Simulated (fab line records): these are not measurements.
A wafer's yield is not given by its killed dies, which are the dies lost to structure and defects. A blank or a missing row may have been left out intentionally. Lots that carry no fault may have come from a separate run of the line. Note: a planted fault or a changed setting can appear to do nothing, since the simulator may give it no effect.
Chamber matching ; flow sky130 ; 3 sister chambers for SKY_CAP2M_CVD_00 on pecvd-04
The step deposits SiO2, target thk 15.5 nm. 3 wafers are shown with their chamber, then 7 later ones without.

## WAFERS, EACH WITH ITS CHAMBER
wafer;chamber;heaterPowerW (W)
L086.3;0;831
L090.3;1;720
L090.4;2;540

## WAFERS WITH NO CHAMBER GIVEN
wafer;heaterPowerW (W)
L090.5;704
L092.2;567
L092.3;726
L092.4;557
L093.3;579
L093.4;756
L093.6;697

## WHICH CHAMBER EACH ONE RAN IN
wafer;from the rows above;in truth
L090.5;1;1
L092.2;2;2
L092.3;1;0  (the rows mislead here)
L092.4;2;2
L093.3;2;2
L093.4;can't be placed: 1 or 0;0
L093.6;1;1
Correct placement for 5 of the 7. Can't be placed from these rows: 1 (the true chamber is among the candidates in 1). Placed wrongly: 1.
How it was worked out, from the rows above alone: a wafer's distance from a chamber is the root of the sum, over the readings, of the square of ((its reading less the chamber's mean) divided by the reading's scatter). The wafer belongs to the nearest chamber; if the next one is less than 2 further off, it can't be placed. For every chamber, the mean is computed from those of its wafers that are shown. The scatter (one wafer shown for each chamber): square how far every hidden wafer sits from the nearest shown wafer, average those squares and take the square root.
